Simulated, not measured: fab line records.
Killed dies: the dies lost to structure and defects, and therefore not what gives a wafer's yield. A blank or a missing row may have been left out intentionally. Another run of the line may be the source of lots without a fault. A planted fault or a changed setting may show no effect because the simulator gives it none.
fab line records	flow sky130
record: lots: 13	wafers: 39	last_day: 50
route steps=708 shown POLY_GATE@228 LDD_N@253 LDD_LDN@292 POLY_CUT@317 PAD_OPEN@708
lots that met no fault: taken from a fault-free run of the same line
start_h: hours from the record's opening day to when the first of the lot's shown wafers began	wait_h: how many hours have passed since the lot's step before this one	" repeats the value in the row above	L1.1+2: one row covering several wafers at once	- either no value or no given start	* or withheld: withheld	< > ~ a bound
route shown NAME@n: NAME is a module with steps in the file, n the number in the route of the first one	usual: average and standard deviation across the fault-free wafers	same: alike in all rows	chamber/n: place in a boat	sites: the reading at each site	_std_site: standard deviation of those values	_edge_site: the outer-site mean with the inner-site mean subtracted	radius_mm: how far each site lies from the wafer's centre	mask NAME#n: copy n	behind: tool/chamber where the wafer was last shaped	hold: the reason the lot was held/the length of the hold in hours/how it ended	device: the n, p or np transistor that did not switch	end of line: tests of these same wafers at the route's end	step lacking rows: just its recipe	killed: the dies lost at the first sort to structure and to defects; this is not the yield of the wafer	map: the dies of a wafer, with x for killed, . for not killed, _ for no die there
set.NAME: the setting that was run; set.NAME@STEP: the one run at that earlier step	model.NAME: the simulator's own value behind a step, which no gauge read
steps of the route over a sample of lots; a table a step, a row a wafer
services: when a tool's chamber went out of use (start_h, in hours from the record's first day, below 0 if earlier), for how many hours, and the reason
== steps ==
step: SKY_POLY_GATE_OVL_MEAS_14
usual: POLY_GATE_OVL: 5/6.2
lot.wafer	tool	chamber	start_h	wait_h	POLY_GATE_OVL[nm]
L309.1	overlay-01	-	374.85	0.1	-9
L309.3	"	-	"	"	-3
L309.4	"	-	"	"	-10
L310.2	overlay-02	-	376.36	0.1	7
L310.3	"	-	"	"	0
L310.6	"	-	"	"	4
L311.3	overlay-01	-	392.47	0.1	13
L311.4	"	-	"	"	11
L311.6	"	-	"	"	12
L314.1	overlay-02	-	421.85	0.1	9
L314.4	"	-	"	"	5
L314.5	"	-	"	"	10
L316.2	overlay-02	-	456.96	0.1	-4
L316.4	"	-	"	"	2
L316.6	"	-	"	"	1
L315.1	overlay-02	-	457.90	0.1	-2
L315.4	"	-	"	"	0
L315.5	"	-	"	"	-2
L317.2	overlay-01	-	462.21	0.1	4
L317.4	"	-	"	"	0
L317.5	"	-	"	"	-2
L318.3	overlay-01	-	463.01	0.1	7
L318.4	"	-	"	"	5
L318.5	"	-	"	"	1
L319.1	overlay-02	-	472.80	0.1	-2
L319.2	"	-	"	"	1
L319.6	"	-	"	"	6
L320.1	overlay-02	-	480.25	0.1	13
L320.2	"	-	"	"	15
L320.6	"	-	"	"	18
L323.3	overlay-02	-	497.06	0.1	11
L323.4	"	-	"	"	7
L323.6	"	-	"	"	9
L330.2	overlay-01	-	554.11	0.1	1
L330.4	"	-	"	"	4
L330.5	"	-	"	"	-1
L331.2	overlay-02	-	567.56	0.1	10
L331.3	"	-	"	"	7
L331.4	"	-	"	"	10
step: SKY_LDD_N_STRIP_16
recipe: chemistry: O2/N2	power_w: 1400	pressure_mtorr: 1500	platen_temp_c: withheld	o2_flow_sccm: 3000	n2_flow_sccm: 300	overash_fraction: 0.5
usual: drypump_motor_current_A: 5.7/0.63	oes_product_au: 0.407/0.0047	strip_time_to_endpoint_s: 4.323/0.017
lot.wafer	tool	chamber	start_h	wait_h	drypump_motor_current_A	oes_product_au	rf_hours_counter_h	strip_time_to_endpoint_s
L309.1	plasma_asher-03	0	407.22	0.1	5.8	0.399	72	4.324
L309.3	"	1	"	"	5.5	0.405	-	4.338
L309.4	"	0	"	"	5.8	0.412	-	4.352
L310.2	plasma_asher-04	1	408.87	0.1	4.7	0.399	69	4.294
L310.3	"	1	"	"	4.7	0.401	-	4.292
L310.6	"	0	"	"	6.7	0.405	-	4.301
L311.3	plasma_asher-01	0	427.51	0.1	5.2	0.417	-	4.339
L311.4	"	1	"	"	6.2	0.404	-	4.326
L311.6	"	0	"	"	5.2	0.407	-	4.311
L314.1	plasma_asher-04	1	457.22	0.1	4.7	0.415	74	4.298
L314.4	"	1	"	"	4.7	0.408	-	4.290
L314.5	"	0	"	"	6.7	0.402	-	4.323
L316.2	plasma_asher-03	1	491.17	0.1	5.5	0.407	7	4.313
L316.4	"	1	"	"	5.4	0.415	-	4.325
L316.6	"	1	"	"	5.5	0.413	-	4.333
L315.1	plasma_asher-04	1	496.09	0.1	4.7	0.409	79	4.323
L315.4	"	1	"	"	4.7	0.402	-	4.338
L315.5	"	1	"	"	4.7	0.401	-	4.342
L317.2	plasma_asher-03	1	496.57	0.1	5.4	0.400	7	4.286
L317.4	"	1	"	"	5.5	0.404	-	4.309
L317.5	"	0	"	"	5.8	0.407	-	4.324
L318.3	plasma_asher-01	1	497.66	0.1	6.2	0.411	-	4.339
L318.4	"	0	"	"	5.2	0.412	-	4.325
L318.5	"	0	"	"	5.2	0.412	-	4.340
L319.1	plasma_asher-03	1	506.62	0.1	5.5	0.406	8	4.324
L319.2	"	0	"	"	5.8	0.402	8	4.334
L319.6	"	0	"	"	5.8	0.416	-	4.332
L320.1	plasma_asher-03	1	514.27	0.1	5.5	0.414	9	4.348
L320.2	"	0	"	"	5.8	0.398	9	4.333
L320.6	"	0	"	"	5.8	0.414	-	4.334
L323.3	plasma_asher-04	1	531.20	0.1	4.7	0.406	-	4.298
L323.4	"	0	"	"	6.7	0.407	-	4.307
L323.6	"	0	"	"	6.7	0.408	-	4.295
L330.2	plasma_asher-03	0	586.72	0.1	5.8	0.410	16	4.342
L330.4	"	0	"	"	5.8	0.398	-	4.338
L330.5	"	1	"	"	5.5	0.405	-	4.330
L331.2	plasma_asher-03	1	600.02	0.1	5.5	0.404	17	4.286
L331.3	"	1	"	"	5.5	0.408	-	4.290
L331.4	"	0	"	"	5.8	0.410	-	4.307
step: SKY_LDD_LDN_SOFTBAKE_03
recipe: temp_c: 90	time_s: 60	resist: NOVOLAK
usual: run_length_s: 89.21/0.15
lot.wafer	tool	chamber	start_h	wait_h	run_length_s
L309.1	litho_track-01	0	513.89	0.1	89.02
L309.3	"	0	"	"	89.04
L309.4	"	0	"	"	89.34
L310.2	litho_track-04	0	514.76	0.1	89.34
L310.3	"	0	"	"	89.28
L310.6	"	0	"	"	89.55
L311.3	litho_track-03	0	534.03	0.1	88.95
L311.4	"	0	"	"	88.97
L311.6	"	0	"	"	89.17
L314.1	litho_track-04	0	563.08	0.1	89.45
L314.4	"	0	"	"	89.36
L314.5	"	0	"	"	89.43
L316.2	litho_track-01	0	594.71	0.1	89.26
L316.4	"	0	"	"	89.21
L316.6	"	0	"	"	89.24
L315.1	litho_track-04	0	600.83	0.1	89.46
L315.4	"	0	"	"	89.33
L315.5	"	0	"	"	89.23
L317.2	litho_track-01	0	601.66	0.1	89.35
L317.4	"	0	"	"	89.04
L317.5	"	0	"	"	89.04
L318.3	litho_track-03	0	602.83	0.1	89.05
L318.4	"	0	"	"	88.96
L318.5	"	0	"	"	89.05
L319.1	litho_track-04	0	611.03	0.1	89.27
L319.2	"	0	"	"	89.32
L319.6	"	0	"	"	89.37
L320.1	litho_track-04	0	618.18	0.1	89.25
L320.2	"	0	"	"	89.46
L320.6	"	0	"	"	89.42
L323.3	litho_track-04	0	634.93	0.1	89.56
L323.4	"	0	"	"	89.26
L323.6	"	0	"	"	89.39
L330.2	litho_track-01	0	686.21	0.1	102.03
L330.4	"	0	"	"	102.23
L330.5	"	0	"	"	102.15
L331.2	litho_track-01	0	699.61	0.1	102.27
L331.3	"	0	"	"	102.14
L331.4	"	0	"	"	102.01
step: SKY_POLY_CUT_ETCH_10
recipe: chemistry: N2/H2	target: BARC	ion_energy_ev: 200	source_w: 500	bias_w: 100	pressure_mtorr: 30	n2_flow_sccm: 100	h2_flow_sccm: 200	stop_on: SiO2	time_s: 47.51	target_depth_a: 600
usual: drypump_motor_current_A: 5.5/0.38	oes_product_au: 0.847/0.0047	throttle_valve_pct: 13.223/0.0092
lot.wafer	tool	chamber	start_h	wait_h	drypump_motor_current_A	oes_product_au	rf_hours_counter_h	throttle_valve_pct
L309.1	rie_diel-01	1	565.99	0.0	6.1	0.850	54	13.227
L309.3	"	2	"	"	5.8	0.838	7	13.222
L309.4	"	0	"	"	4.8	0.847	57	13.227
L310.2	rie_diel-02	2	566.34	0.0	5.5	0.853	2	13.227
L310.3	"	0	"	"	5.8	0.848	19	13.227
L310.6	"	3	"	"	5.5	0.840	-	13.225
L311.3	rie_diel-03	1	581.14	0.0	5.1	0.851	5	13.218
L311.4	"	2	"	"	5.8	0.846	4	13.221
L311.6	"	3	"	"	5.1	0.851	-	13.239
L314.1	rie_diel-03	0	608.84	0.0	5.3	0.851	2	13.224
L314.4	"	1	"	"	5.1	0.854	6	13.232
L314.5	"	0	"	"	5.3	0.851	-	13.213
L316.2	rie_diel-02	0	639.89	0.0	5.8	0.853	20	13.231
L316.4	"	2	"	"	5.5	0.848	4	13.222
L316.6	"	3	"	"	5.5	0.849	-	13.235
L315.1	rie_diel-02	2	648.44	0.0	5.5	0.853	4	13.222
L315.4	"	0	"	"	5.8	0.844	20	13.216
L315.5	"	1	"	"	6.0	0.850	-	13.240
L318.3	rie_diel-03	2	648.56	0.0	5.9	0.848	6	13.233
L318.4	"	3	"	"	5.1	0.852	11	13.239
L318.5	"	2	"	"	5.8	0.849	-	13.228
L317.2	rie_diel-01	0	648.79	0.0	4.9	0.846	58	13.227
L317.4	"	1	"	"	6.1	0.841	55	13.221
L317.5	"	3	"	"	5.4	0.841	-	13.237
L319.1	rie_diel-02	0	657.29	0.0	5.8	0.846	20	13.243
L319.2	"	2	"	"	5.5	0.852	5	13.222
L319.6	"	2	"	"	5.4	0.849	-	13.207
L320.1	rie_diel-02	1	664.34	0.0	6.0	0.848	18	13.227
L320.2	"	3	"	"	5.5	0.844	52	13.234
L320.6	"	0	"	"	5.8	0.849	-	13.235
L323.3	rie_diel-01	3	679.79	0.0	5.4	0.851	0	13.217
L323.4	"	1	"	"	6.1	0.842	-	13.223
L323.6	"	3	"	"	5.4	0.847	-	13.211
L330.2	rie_diel-02	0	730.97	0.0	5.9	0.843	23	13.212
L330.4	"	0	"	"	5.8	0.848	-	13.231
L330.5	"	1	"	"	6.0	0.846	-	13.222
L331.2	rie_diel-03	3	740.64	0.0	5.1	0.850	13	13.232
L331.3	"	0	"	"	5.3	0.845	6	13.230
L331.4	"	1	"	"	5.1	0.846	-	13.233
step: SKY_PAD_OPEN_PROBE_99
usual: killed_at_M0_to_M3: 44/6.6	killed_at_M4_up: 2.9/1.8	killed_at_contacts: 24/4.8	killed_at_front_end: 15/4.5	killed_at_other: 0.3/0.64	killed_dies: 86/8.7	killed_open: 47/6.5	killed_short: 39/5.8
same: gross_dies: 492	killed_at_back_side: 0
lot.wafer	tool	chamber	start_h	wait_h	killed_at_M0_to_M3	killed_at_M4_up	killed_at_contacts	killed_at_front_end	killed_at_other	killed_dies	killed_open	killed_short
L315.1	prober-01	-	1137.72	0.1	34	2	38	20	0	94	51	43
L315.4	prober-01	-	1137.87	0.2	47	1	24	16	2	90	47	41
L315.5	prober-01	-	1137.92	0.2	46	6	19	17	0	88	52	36
L318.3	prober-02	-	1138.54	0.2	47	4	27	16	0	94	39	55
L318.5	prober-02	-	1138.64	0.2	38	2	22	17	2	81	51	30
killed by level:class
L315.1 CONTACT:geometric_particle:open=10 CONTACT:geometric_particle:short=10 FIELD_ISO:geometric_particle:open=8 LI_CONTACT:geometric_particle:open=8 VIA1:geometric_particle:open=7 FIELD_ISO:geometric_particle:short=6 LOCAL_INTERCONNECT:geometric_particle:short=6 METAL1:geometric_particle:short=6
L315.4 VIA1:geometric_particle:open=9 VIA3:geometric_particle:open=8 VIA2:geometric_particle:open=8 LI_CONTACT:geometric_particle:open=7 CONTACT:geometric_particle:open=7 VIA1:geometric_particle:short=7 FIELD_ISO:geometric_particle:open=6 VIA3:geometric_particle:short=6
L315.5 VIA1:geometric_particle:open=8 VIA2:geometric_particle:open=8 VIA3:geometric_particle:open=8 POLY_GATE:geometric_particle:open=6 FIELD_ISO:geometric_particle:open=5 POLY_GATE:geometric_particle:short=5 CONTACT:geometric_particle:open=5 METAL1:geometric_particle:short=5
L318.3 CONTACT:geometric_particle:open=9 VIA1:geometric_particle:open=9 VIA1:geometric_particle:short=8 FIELD_ISO:geometric_particle:open=7 VIA2:geometric_particle:short=7 POLY_GATE:geometric_particle:short=6 METAL2:geometric_particle:short=6 LI_CONTACT:geometric_particle:open=5
L318.5 CONTACT:geometric_particle:open=12 VIA1:geometric_particle:open=11 FIELD_ISO:geometric_particle:open=7 POLY_GATE:geometric_particle:open=5 CONTACT:geometric_particle:short=4 VIA1:geometric_particle:short=4 VIA2:geometric_particle:open=4 METAL3:geometric_particle:short=3
== services ==
tool	chamber	start_h	hours	kind
rie_diel-02	1	421.00	4.8	repair
plasma_asher-03	-	421.25	9.0	pm
plasma_asher-04	-	434.39	3.2	repair
rie_diel-03	2	447.70	8.0	repair
rie_diel-02	-	453.51	0.3	repair
rie_diel-02	2	486.83	1.8	repair
rie_diel-01	2	501.53	8.5	repair
rie_diel-01	3	504.86	29.7	repair
plasma_asher-03	-	511.79	0.8	repair
rie_diel-02	2	530.31	7.4	repair
plasma_asher-03	-	536.27	0.7	repair
plasma_asher-03	-	545.70	4.1	repair
rie_diel-03	0	549.48	17.1	repair
plasma_asher-03	-	553.89	0.9	repair
rie_diel-01	3	594.96	3.4	repair
rie_diel-03	2	595.19	2.4	repair
rie_diel-03	-	622.77	0.5	repair
rie_diel-03	-	676.75	1.1	repair
rie_diel-02	1	692.01	12.0	repair
rie_diel-02	3	701.85	50.4	repair
rie_diel-03	-	708.49	0.6	repair
rie_diel-02	1	710.34	8.5	repair
plasma_asher-04	-	733.75	9.0	pm
rie_diel-03	2	738.45	8.1	repair
== key ==
first_sign: step: SKY_LDD_LDN_SOFTBAKE_03	reading: run_length_s	direction: up	sigmas: 86	usual: *	struck: *
effect none on later readings
met_at SKY_LDD_LDN_SOFTBAKE_03
struck_lots L330,L331
tester_left_out L330,L331
not_acting_at SKY_POLY_GATE_OVL_MEAS_14,SKY_LDD_N_STRIP_16,SKY_POLY_CUT_ETCH_10
onset_between 601.66 686.21
fault: kind: process_parameter_drift	tool: litho_track-01	chamber: -	onset_h: 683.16	steps: SKY_LDD_LDN_SOFTBAKE_03	channel: time_s	offset: *	shape: step	end_h: 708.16	acts_in: *	stated: *
tester_left_out: of these lots the tester's yield and bins aren't shown, on N5 and GAA mostly nor the transistor test; their killed dies are dies lost to structure and defects alone, not to doping, threshold or leakage, so they don't give the yield
